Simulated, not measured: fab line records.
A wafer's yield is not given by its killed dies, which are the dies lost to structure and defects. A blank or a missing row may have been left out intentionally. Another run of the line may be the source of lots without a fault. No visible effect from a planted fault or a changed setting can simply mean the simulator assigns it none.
A struck lot beside a sound one | flow gf180mcu | 16 out of 602 route steps
Sound: the wafers L105.1, L105.3, L105.4. Struck: wafers L114.1, L114.4, L114.5. The cause comes at the end.
For every step that has rows: the tool of each side, followed by ch and its chambers, followed by its first start. Under that, the readings that differ: sound wafers | struck wafers | difference of the means | sigmas: that difference in standard deviations of wafers without a fault.
alike: a reading whose means differ by less than 2 such deviations, as well as words and numbers matching on both sides. not compared: withheld readings; readings where some wafer has no value; bounds like >300 that might hide an equal value; numbers whose values overlap and for which the record gives no deviation.
Wherever a step has rows on one side only, a row that says differs or no value, or a row with sigmas, the two part there. Non-overlapping numbers with no deviation appear without sigmas and do not part them. A reading missing from all wafers of one side parts the sides only when that side holds two or more wafers.

GF_M4_SPUTTER_04: material TiN, target thk 50 nm, time 41.7 s.
  sound on pvd-sputter-04 at day 23 04:55; struck on pvd-sputter-01 at day 26 06:26
  alike: throttle-valve-pct
GF_M4_RS_MEAS_05: uses a four-point probe to measure.
  sound on film-metro-01 at day 23 04:57; struck on film-metro-02 at day 26 06:29
  alike: M4_ALCU_RS
GF_M4_THK_MEAS_06: measures by xrf.
  sound on film-metro-01 at day 23 05:04; struck on film-metro-02 at day 26 06:36
  alike: M4_ALCU_THK
then, 7 steps without rows for these wafers: GF_M4_DEHYDRATE_07 (time 60 s); GF_M4_HMDS_08 (prime time 60 s); GF_M4_COAT_09 (resist thk 1000 nm); GF_M4_SOFTBAKE_10 (time 60 s); GF_M4_EXPOSE_11 (exposes mask Metal4, target cd 280 nm); GF_M4_PEB_12 (peb time 90 s); GF_M4_DEVELOP_13 (develop time 60 s).
GF_M4_CD_MEAS_14: the cd target is 280 nm.
  sound on cd-sem-02 at day 24 02:52; struck on cd-sem-02 at day 27 02:55
  alike: cd-nm
GF_M4_OVL_MEAS_15:
  sound on overlay-02 at day 24 02:59; struck on overlay-01 at day 27 03:02
  alike: M4_OVL
GF_M4_METAL_ETCH_16: etches the open film in Cl2/BCl3, stops on SiO2, target depth 750.8 nm, time 125.1 s.
  sound on rie-metal-04 ch 0,1, day 24 03:02; struck on rie-metal-04 ch 0,1, day 27 03:05
  reading                             | sound                | struck               | difference | sigmas
  throttle-valve-pct (%)              | 28.236 28.241 28.233 | 28.219 28.213 28.210 | -0.023     | -2
  model.KrF_of_M4_COAT_09.thk-nm (nm) | 680.3 680.2 682.6    | 491 498.6 499.8      | -185       |
  alike: drypump-motor-current-A, oes-product-au
  not compared: rf-hours-counter-h
GF_M4_STRIP_17: strips in O2/N2.
  sound on plasma-asher-04 ch 0,1, day 24 03:10; struck on plasma-asher-03 ch 0, day 27 03:13
  reading                      | sound             | struck            | difference | sigmas
  oes-product-au (a.u.)        | 0.529 0.531 0.530 | 0.450 0.464 0.462 | -0.071     | -15
  strip-time-to-endpoint-s (s) | 7.34 7.34 7.34    | 5.46 5.53 5.55    | -1.83      | -36
  alike: drypump-motor-current-A, heater-power-w
  not compared: rf-hours-counter-h
then, 1 step without rows for these wafers: GF_M4_STRIP_18 (strips in post etch residue remover, time 1200 s).
-- the record jumps here: 5 days lie between the struck wafers' starts before and after (it left off in module M4 and takes up again in module PASSIVATION, whose first step shown is number 602 of the route) --
GF_PASSIVATION_PROBE_99:
  the record has rows for the struck wafers here (prober-02, day 32 05:05) and none for the sound ones

== WHERE THEY PART ==
At GF_M4_METAL_ETCH_16 first; at GF_PASSIVATION_PROBE_99 last (within this record only).

WHY: what the simulator had put in
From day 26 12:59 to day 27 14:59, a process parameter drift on rie-metal-04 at GF_M4_METAL_ETCH_16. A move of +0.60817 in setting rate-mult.
